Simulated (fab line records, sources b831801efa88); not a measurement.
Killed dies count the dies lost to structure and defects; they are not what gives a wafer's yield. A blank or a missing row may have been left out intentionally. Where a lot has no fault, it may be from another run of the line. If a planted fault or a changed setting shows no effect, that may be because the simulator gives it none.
A single fault, viewed from 2 desks | flow sfq_line | every desk sees just its own numbers, and what lay behind them comes last

## AT THE TOOL OWNER'S DESK: litho_track-02
The tool's own readings at SFQ_TRILAYER_M0_LITHO_COAT_026 (resist thk 62 nm): means of the sampled wafers that have a number, for each lot that ran on this tool. The brackets show how far a lot's mean lies from the usual mean; more than 4 standard deviations puts the lot out of limits, marked OUT.
Columns: A = spin_speed_rpm at SFQ_TRILAYER_M0_LITHO_COAT_026, usual 3000.0 rpm
lot  | first seen here | A
L453 | day 8 01:23     | 3003.3
L457 | day 9 12:06     | 3184.6 (+99 or more) OUT
L460 | day 10 02:36    | 3184.1 (+99 or more) OUT
This desk's finding: out of limits on L457, L460; first on L457, day 9 12:06 (spin_speed_rpm at SFQ_TRILAYER_M0_LITHO_COAT_026). Within limits: L453.

## METROLOGY DESK
What the gauges read, lot by lot, whatever tool the lot ran on: means of the sampled wafers that have a number. The brackets show how far a lot's mean lies from the usual mean; more than 4 standard deviations puts the lot out of limits, marked OUT.
Columns: A = L0V_OVL at SFQ_L0V_OVL_MEAS_903, usual -1 nm; B = I1_BOW at SFQ_I1_BOW_MEAS_912, usual 2 um; C = I2_BOW at SFQ_I2_BOW_MEAS_917, usual 3 um
lot  | first seen here | A   | B  | C
L451 | day 7 16:28     | 1   | 3  | 3
L452 | day 7 18:08     | 9   | -4 | -6
L453 | day 8 00:08     | -1  | 3  | 2
L457 | day 9 10:55     | -12 | 0  | 3
L458 | day 9 15:43     | 3   | 12 | 17
L460 | day 10 01:19    | -0  | 2  | 2
L464 | day 10 21:49    | 7   | -3 | -4
L466 | day 11 17:01    | -3  | -3 | 5
L468 | day 12 09:56    | -1  | 10 | 11
L469 | day 12 14:25    | 0   | 9  | 17
L471 | day 13 05:53    | 4   | -0 | -1
L472 | day 13 11:53    | -1  | 2  | 4
L473 | day 13 19:05    | 1   | 2  | -3
L474 | day 14 02:17    | -5  | 0  | 5
This desk's verdict: no lot among the 14 shows anything out of limits.

## TAKEN TOGETHER
The tool owner's desk had the chance to raise an alarm at day 9 12:06 on L457, L460.
The metrology desk saw nothing out of limits.
The metrology desk holds a record of L457, L460, inside its limits.
Every lot named ran SFQ_TRILAYER_M0_LITHO_COAT_026 on litho_track-02.

## WHAT WAS PUT IN BY THE SIMULATOR
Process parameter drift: litho_track-02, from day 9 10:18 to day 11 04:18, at SFQ_TRILAYER_M0_LITHO_COAT_026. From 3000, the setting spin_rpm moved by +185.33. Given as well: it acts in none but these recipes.
Struck lots among those shown: L457, L460.
How many hours passed from the start of the fault until each desk's first out-of-limits reading: the tool owner's desk, 2.
